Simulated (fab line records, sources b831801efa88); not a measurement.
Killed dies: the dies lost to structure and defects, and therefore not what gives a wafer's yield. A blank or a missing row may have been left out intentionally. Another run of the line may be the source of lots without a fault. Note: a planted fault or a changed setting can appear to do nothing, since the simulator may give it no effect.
Comparing a struck lot with a sound one ; flow sky130 ; 14 out of 708 route steps
Sound: the wafers L732.3, L732.4, L732.5. Wafers struck: L737.1, L737.2, L737.4. Last of all comes the cause.
Each step with rows lists, per side, the tool, then ch with its chambers, then its first start. Under that, the readings that differ: sound wafers ; struck wafers ; difference of the means ; sigmas: that difference in standard deviations of wafers without a fault.
alike: words and numbers the same on both sides, and readings whose means are apart by under 2 such deviations; not compared: readings that were withheld, readings missing a value for some wafer, numbers with overlapping values and no deviation given by the record, and bounds like >300 which may hide the same value.
The two part at a step that has a row with sigmas, a row that says differs or no value, or rows on one side only. When numbers do not overlap yet have no deviation, they are printed without sigmas and do not part them. Lack of a reading on every wafer of one side parts them only where that side has two or more wafers.

first, 4 steps without rows for these wafers: SKY_VT_ADJUST_LVTN_SOFTBAKE_14 (time 60 s); SKY_VT_ADJUST_LVTN_EXPOSE_15 (exposes mask HVN STD DERIVED, target cd 600 nm); SKY_VT_ADJUST_LVTN_PEB_16; SKY_VT_ADJUST_LVTN_DEVELOP_17 (develop time 60 s).
SKY_VT_ADJUST_LVTN_OVL_MEAS_18:
  struck on overlay-02, day 10 05:19; sound on overlay-02, day 8 22:38
  alike: VT_ADJUST_LVTN_01_OVL
following that, these wafers have no rows for 1 step: SKY_VT_ADJUST_LVTN_IMPLANT_19.
SKY_VT_ADJUST_LVTN_STRIP_20: strips in O2/N2.
  sound on plasma asher-01 ch 0,1, day 8 22:50; struck on plasma asher-02 ch 0,1, day 10 05:30
  alike: drypump motor current A, oes product au, strip time to endpoint s
  not compared: rf hours counter h
SKY_VT_ADJUST_LVTN_TW_MEAS_21:
  struck on film metro-02, day 10 05:36; sound on film metro-04, day 8 22:55
  alike: VT_ADJUST_LVTN_2_TW
then, 4 steps without rows for these wafers: SKY_VT_ADJUST_NCORE_DEHYDRATE_00 (time 60 s); SKY_VT_ADJUST_NCORE_HMDS_01 (prime time 60 s); SKY_VT_ADJUST_NCORE_COAT_02 (resist thk 1140 nm); SKY_VT_ADJUST_NCORE_SOFTBAKE_03 (time 60 s).
SKY_VT_ADJUST_NCORE_EXPOSE_04: exposes mask LVTN COMPLEMENT THIN, target cd 380 nm.
  struck on iline stepper-01, day 10 16:28; sound on iline stepper-02 ch 0, day 9 09:35
  no value came back on the struck wafers for exposure dose mJ cm2, focus offset nm (nm); on the sound wafers exposure dose mJ cm2 reads 139.00 139.07 139.12
  alike: mask
following that, these wafers have no rows for 1 step: SKY_VT_ADJUST_NCORE_PEB_05.

WHERE THEY PART
Only at SKY_VT_ADJUST_NCORE_EXPOSE_04, within this record.

WHY: what the simulator had put in
Whole step skipped at SKY_VT_ADJUST_NCORE_EXPOSE_04 on iline stepper-01, starting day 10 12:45. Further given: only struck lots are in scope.
